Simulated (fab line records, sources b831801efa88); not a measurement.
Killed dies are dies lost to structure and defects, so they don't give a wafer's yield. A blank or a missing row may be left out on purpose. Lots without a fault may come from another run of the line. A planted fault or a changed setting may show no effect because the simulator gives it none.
fab line records | flow sky130
record lots=11 wafers=33 last_day=50
route steps=708 shown CONTACT@406 METAL1@434
lots that met no fault: from a run of the same line without faults
start_h: hours from the record's first day to the start of the lot's first wafer shown | wait_h: hours since the lot's step before | " the same as in the row above | L1.1+2: a row that stands for several wafers | - no value, or no start given | * or withheld: withheld | < > ~ a bound
route shown NAME@n: a module of which the file shows steps, and the number in the route of the first | usual: mean/standard deviation of fault-free wafers | same: alike in all rows | chamber/n: place in a boat | sites: the reading at each site | _std_site: their standard deviation | _edge_site: outer sites' mean less inner sites' | radius_mm: how far each site lies from the wafer's centre | mask NAME#n: copy n | behind: the tool/chamber that last shaped the wafer | hold: why the lot was held/for how many hours/how that ended | device: the transistor (n, p or np) that didn't switch | end of line: the same wafers' tests at the end of the route | a step without rows: its recipe alone | killed: dies lost to structure and defects at the first sort, not the wafer's yield | map: a wafer's dies, x killed, . not, _ none there
set.NAME: the setting as run; set.NAME@STEP: as run at that earlier step | model.NAME: the simulator's own value behind a step, which no gauge read
steps of the route over a sample of lots; a table a step, a row a wafer
services: from which hour (start_h, from the record's first day; less than 0 if before it) a tool's chamber was out of use, for how many hours, and why
## steps
# step SKY_CONTACT_CVD_00
# recipe material=Si3N4 target_thk_nm=75 temp_c=400 time_s=withheld rf_w=450
# usual heater_power_outer_w=426/75 heater_power_w=718/130 rf_fwd_power_W=444.9/1.6
# columns lot.wafer tool chamber start_h wait_h heater_power_outer_w heater_power_w rf_fwd_power_W
L116.1 pecvd-04 1 713.78 0.0 277 535 442.9
L116.2 " 2 " " 454 789 447.0
L116.4 " 2 " " 467 779 445.6
L119.1 pecvd-04 2 738.55 0.0 440 751 446.1
L119.3 " 1 " " 322 601 444.3
L119.6 " 2 " " 454 753 447.2
L120.1 pecvd-03 2 749.23 0.0 542 867 447.2
L120.3 " 0 " " 472 829 445.0
L120.6 " 0 " " 466 815 445.6
L121.1 pecvd-03 0 758.54 0.0 484 846 445.4
L121.3 " 1 " " 500 858 445.3
L121.5 " 2 " " 515 837 446.0
L122.1 pecvd-02 1 763.99 0.0 420 700 441.8
L122.5 " 0 " " 424 654 446.1
L122.6 " 1 " " 426 692 442.0
L124.1 pecvd-02 0 787.51 0.0 366 587 442.9
L124.4 " 0 " " 375 566 444.7
L124.5 " 2 " " 301 510 445.7
L131.2 pecvd-03 0 838.44 0.0 469 832 448.9
L131.5 " 1 " " 528 892 442.4
L131.6 " 0 " " 479 860 448.2
L133.1 pecvd-02 1 852.74 0.0 424 698 444.2
L133.4 " 1 " " 424 679 443.3
L133.5 " 0 " " 446 668 445.1
L134.3 pecvd-04 1 857.24 0.0 319 598 446.1
L134.4 " 1 " " 308 566 443.9
L134.6 " 2 " " 495 853 444.6
L135.1 pecvd-02 2 859.49 0.0 364 606 446.9
L135.3 " 1 " " 418 666 443.9
L135.4 " 1 " " 415 687 441.7
L137.2 pecvd-02 1 873.46 0.0 430 715 445.5
L137.4 " 2 " " 300 518 445.5
L137.6 " 1 " " 440 696 444.5
# step SKY_CONTACT_ETCH_18
# recipe target=Si3N4 chemistry=CHF3/O2 stop_on=TiN source_w=600 bias_w=200 pressure_mtorr=40 chf3_flow_sccm=50 O2_flow_sccm=5 time_s=39 target_depth_a=750
# usual bias_w=200.0/0.63 drypump_motor_current_A=5.7/0.35 oes_product_au=0.855/0.0083 rf_fwd_power_W=593.9/2.5 throttle_valve_pct=8.794/0.0095
# columns lot.wafer tool chamber start_h wait_h bias_w drypump_motor_current_A oes_product_au rf_fwd_power_W rf_hours_counter_h throttle_valve_pct
L116.1 rie_diel-04 3 748 - 201.4 6.0 0.851 596.4 4 8.798
L116.2 " 0 " " 199.2 6.2 0.843 594.1 19 8.788
L116.4 " 3 " " 200.5 6.0 0.866 594.6 - 8.778
L119.1 rie_diel-04 3 766 - 200.4 6.0 0.862 593.0 5 8.806
L119.3 " 0 " " 199.2 6.2 0.862 596.8 20 8.787
L119.6 " 2 " " 200.2 5.2 0.860 598.2 - 8.798
L120.1 rie_diel-04 0 776 - 200.9 6.1 0.850 599.1 21 8.764
L120.3 " 3 " " 200.4 6.0 0.861 594.9 5 8.797
L120.6 " 0 " " 200.8 6.2 0.858 597.2 - 8.791
L121.1 rie_diel-03 2 786 - 199.3 5.2 0.858 588.6 5 8.806
L121.3 " 0 " " 199.4 6.0 0.850 596.0 11 8.794
L121.5 " 3 " " 200.9 6.0 0.859 587.8 - 8.791
L122.1 rie_diel-03 3 791 - 200.9 6.0 0.847 592.6 12 8.773
L122.5 " 0 " " 200.1 6.1 0.847 594.0 - 8.783
L122.6 " 3 " " 200.2 6.0 0.865 590.1 - 8.794
L124.1 rie_diel-02 3 814 - 199.8 5.5 0.855 593.7 2 8.799
L124.4 " 1 " " 198.8 5.7 0.856 595.3 15 8.802
L124.5 " 3 " " 198.9 5.5 0.868 595.1 - 8.799
L131.2 rie_diel-02 2 864 - 363.7 5.3 0.860 598.3 6 8.781
L131.5 " 2 " " 363.2 5.3 0.866 595.9 - 8.797
L131.6 " 3 " " 364.1 5.5 0.868 589.5 - 8.803
L133.1 rie_diel-04 3 878 - 199.3 6.0 0.847 596.4 9 8.787
L133.4 " 1 " " 199.6 6.0 0.859 591.9 8 8.796
L133.5 " 0 " " 199.8 6.2 0.851 598.4 - 8.786
L134.3 rie_diel-02 1 883 - 364.6 5.8 0.858 596.1 17 8.793
L134.4 " 0 " " 362.3 5.4 0.859 593.7 20 8.788
L134.6 " 1 " " 364.1 5.7 0.871 594.4 - 8.796
L135.1 rie_diel-03 2 885 - 200.3 5.2 0.848 591.9 8 8.802
L135.3 " 0 " " 199.0 6.1 0.855 590.3 15 8.787
L135.4 " 3 " " 200.1 6.0 0.852 589.6 15 8.800
L137.2 rie_diel-04 0 899 - 199.5 6.2 0.851 595.3 24 8.789
L137.4 " 2 " " 200.2 5.2 0.861 594.2 10 8.791
L137.6 " 0 " " 200.2 6.2 0.867 592.8 - 8.798
# step SKY_CONTACT_STRIP_19
# recipe chemistry=O2/N2 power_w=1400 pressure_mtorr=1500 platen_temp_c=withheld o2_flow_sccm=3000 n2_flow_sccm=300 overash_fraction=0.5
# usual drypump_motor_current_A=5.5/0.51 oes_product_au=0.381/0.0044 strip_time_to_endpoint_s=3.61/0.042
# columns lot.wafer tool chamber start_h wait_h drypump_motor_current_A oes_product_au rf_hours_counter_h strip_time_to_endpoint_s
L116.1 plasma_asher-03 1 748.08 - 5.5 0.386 64 3.68
L116.2 " 0 " " 5.6 0.382 64 3.63
L116.4 " 1 " " 5.5 0.385 - 3.64
L119.1 plasma_asher-02 1 766.53 - 6.1 0.375 33 3.60
L119.3 " 1 " " 6.1 0.376 - 3.56
L119.6 " 1 " " 6.1 0.377 - 3.57
L120.1 plasma_asher-03 0 776.37 - 5.6 0.386 66 3.60
L120.3 " 1 " " 5.5 0.381 - 3.61
L120.6 " 0 " " 5.6 0.382 - 3.59
L121.1 plasma_asher-04 0 786.57 - 4.7 0.383 97 3.54
L121.3 " 1 " " 5.4 0.377 - 3.56
L121.5 " 0 " " 4.7 0.380 - 3.54
L122.1 plasma_asher-02 0 791.63 - 6.6 0.375 35 3.56
L122.5 " 0 " " 6.6 0.379 - 3.55
L122.6 " 1 " " 6.0 0.377 - 3.58
L124.1 plasma_asher-03 1 814.98 - 5.5 0.385 70 3.67
L124.4 " 0 " " 5.6 0.369 - 3.55
L124.5 " 1 " " 5.5 0.385 - 3.66
L131.2 plasma_asher-04 0 864.92 - 4.7 0.370 105 3.45
L131.5 " 0 " " 4.7 0.369 - 3.44
L131.6 " 1 " " 5.4 0.375 - 3.41
L133.1 plasma_asher-03 1 878.98 - 5.5 0.377 77 3.60
L133.4 " 0 " " 5.6 0.386 - 3.60
L133.5 " 0 " " 5.6 0.377 - 3.58
L134.3 plasma_asher-02 1 883.86 - 6.1 0.370 - 3.36
L134.4 " 0 " " 6.6 0.370 - 3.41
L134.6 " 0 " " 6.6 0.368 - 3.37
L135.1 plasma_asher-03 0 885.38 - 5.6 0.380 77 3.54
L135.3 " 1 " " 5.5 0.378 - 3.59
L135.4 " 0 " " 5.6 0.378 - 3.60
L137.2 plasma_asher-04 1 899.87 - 5.3 0.379 109 3.62
L137.4 " 0 " " 4.7 0.383 - 3.60
L137.6 " 1 " " 5.4 0.377 - 3.61
# step SKY_METAL1_SPUTTER_00
# recipe material=Ti target_thk_nm=15 power_w=3000 time_s=10 chamber_pressure_pa=0.4
# usual throttle_valve_pct=30.4/0.85
# columns lot.wafer tool chamber start_h wait_h throttle_valve_pct
L116.1 pvd_sputter-02 - 749.36 0.1 31.1
L116.2 " - " " 31.5
L116.4 " - " " 28.9
L119.1 pvd_sputter-03 - 767.77 0.2 29.8
L119.3 " - " " 31.0
L119.6 " - " " 29.8
L120.1 pvd_sputter-04 - 777.61 0.1 29.4
L120.3 " - " " 31.0
L120.6 " - " " 28.9
L121.1 pvd_sputter-03 - 787.85 0.2 30.9
L121.3 " - " " 30.4
L121.5 " - " " 29.8
L122.1 pvd_sputter-03 - 792.88 0.2 30.4
L122.5 " - " " 30.2
L122.6 " - " " 29.7
L124.1 pvd_sputter-02 - 816.33 0.1 31.2
L124.4 " - " " 30.4
L124.5 " - " " 30.3
L131.2 pvd_sputter-04 - 866.16 0.2 31.3
L131.5 " - " " 29.2
L131.6 " - " " 31.2
L133.1 pvd_sputter-02 - 880.23 0.1 31.6
L133.4 " - " " 30.7
L133.5 " - " " 31.7
L134.3 pvd_sputter-02 - 885.07 0.1 29.0
L134.4 " - " " 31.6
L134.6 " - " " 30.4
L135.1 pvd_sputter-03 - 886.63 0.2 31.0
L135.3 " - " " 29.7
L135.4 " - " " 30.2
L137.2 pvd_sputter-03 - 901.11 0.1 30.5
L137.4 " - " " 30.1
L137.6 " - " " 29.8
# step SKY_METAL1_SPUTTER_04
# recipe material=TiN target_thk_nm=70 power_w=6500 time_s=58.3 chamber_pressure_pa=0.4
# usual throttle_valve_pct=30.3/0.81
# columns lot.wafer tool chamber start_h wait_h throttle_valve_pct
L116.1 pvd_sputter-02 - 749.45 0.0 31.2
L116.2 " - " " 31.6
L116.4 " - " " 28.9
L119.1 pvd_sputter-03 - 767.86 0.0 29.6
L119.3 " - " " 31.3
L119.6 " - " " 29.9
L120.1 pvd_sputter-04 - 777.70 0.0 29.6
L120.3 " - " " 31.1
L120.6 " - " " 29.4
L121.1 pvd_sputter-03 - 787.94 0.0 30.9
L121.3 " - " " 30.5
L121.5 " - " " 30.0
L122.1 pvd_sputter-03 - 792.97 0.0 30.3
L122.5 " - " " 30.3
L122.6 " - " " 29.7
L124.1 pvd_sputter-02 - 816.42 0.0 30.9
L124.4 " - " " 30.2
L124.5 " - " " 30.3
L131.2 pvd_sputter-04 - 866.25 0.0 31.0
L131.5 " - " " 29.3
L131.6 " - " " 31.1
L133.1 pvd_sputter-02 - 880.32 0.0 31.4
L133.4 " - " " 30.4
L133.5 " - " " 31.6
L134.3 pvd_sputter-02 - 885.16 0.0 28.9
L134.4 " - " " 31.3
L134.6 " - " " 30.2
L135.1 pvd_sputter-03 - 886.72 0.0 30.9
L135.3 " - " " 29.7
L135.4 " - " " 30.2
L137.2 pvd_sputter-03 - 901.20 0.0 30.2
L137.4 " - " " 29.8
L137.6 " - " " 29.6
## services
# columns tool chamber start_h hours kind
rie_diel-04 0 694.12 15.8 repair
rie_diel-03 - 703.94 0.5 repair
rie_diel-03 - 704.36 0.2 repair
rie_diel-03 0 708.00 8.7 repair
rie_diel-04 1 712.95 76.1 repair
rie_diel-03 3 716.93 8.7 repair
pvd_sputter-02 - 717.27 3.4 repair
rie_diel-03 1 720.08 31.5 repair
pvd_sputter-04 - 737.25 5.2 repair
pecvd-02 - 741.34 2.8 pm
pecvd-04 0 778.82 4.2 repair
pvd_sputter-02 - 785.77 3.3 repair
pvd_sputter-02 - 788.76 2.8 repair
rie_diel-02 3 793.05 4.7 repair
rie_diel-03 1 795.40 7.5 repair
pvd_sputter-04 - 804.81 5.1 repair
rie_diel-04 0 813.87 4.2 repair
rie_diel-04 1 814.40 4.0 repair
rie_diel-04 2 830.99 3.2 repair
rie_diel-04 0 853.94 8.6 repair
rie_diel-04 0 865.71 4.8 repair
pvd_sputter-03 - 879.41 2.4 repair
plasma_asher-03 - 887.98 2.4 repair
pecvd-02 - 894.91 0.5 repair
## key
first_sign step=SKY_CONTACT_ETCH_18 reading=bias_w direction=up sigmas=99+ usual=200.0 struck=363.7
effect step=SKY_CONTACT_STRIP_19 reading=strip_time_to_endpoint_s direction=down sigmas=4.8 usual=* struck=*
met_at SKY_CONTACT_ETCH_18
struck_lots L131,L134
tester_left_out L131,L134
not_acting_at SKY_CONTACT_CVD_00,SKY_METAL1_SPUTTER_00,SKY_METAL1_SPUTTER_04
onset_between 814 864
fault kind=process_parameter_drift tool=rie_diel-02 chamber=- onset_h=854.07 steps=SKY_CONTACT_ETCH_18 channel=bias_w offset=163.98 shape=step end_h=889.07 acts_in=these_recipes_only stated=200
# tester_left_out: of these lots the tester's yield and bins aren't shown, on N5 and GAA mostly nor the transistor test; their killed dies are dies lost to structure and defects alone, not to doping, threshold or leakage, so they don't give the yield
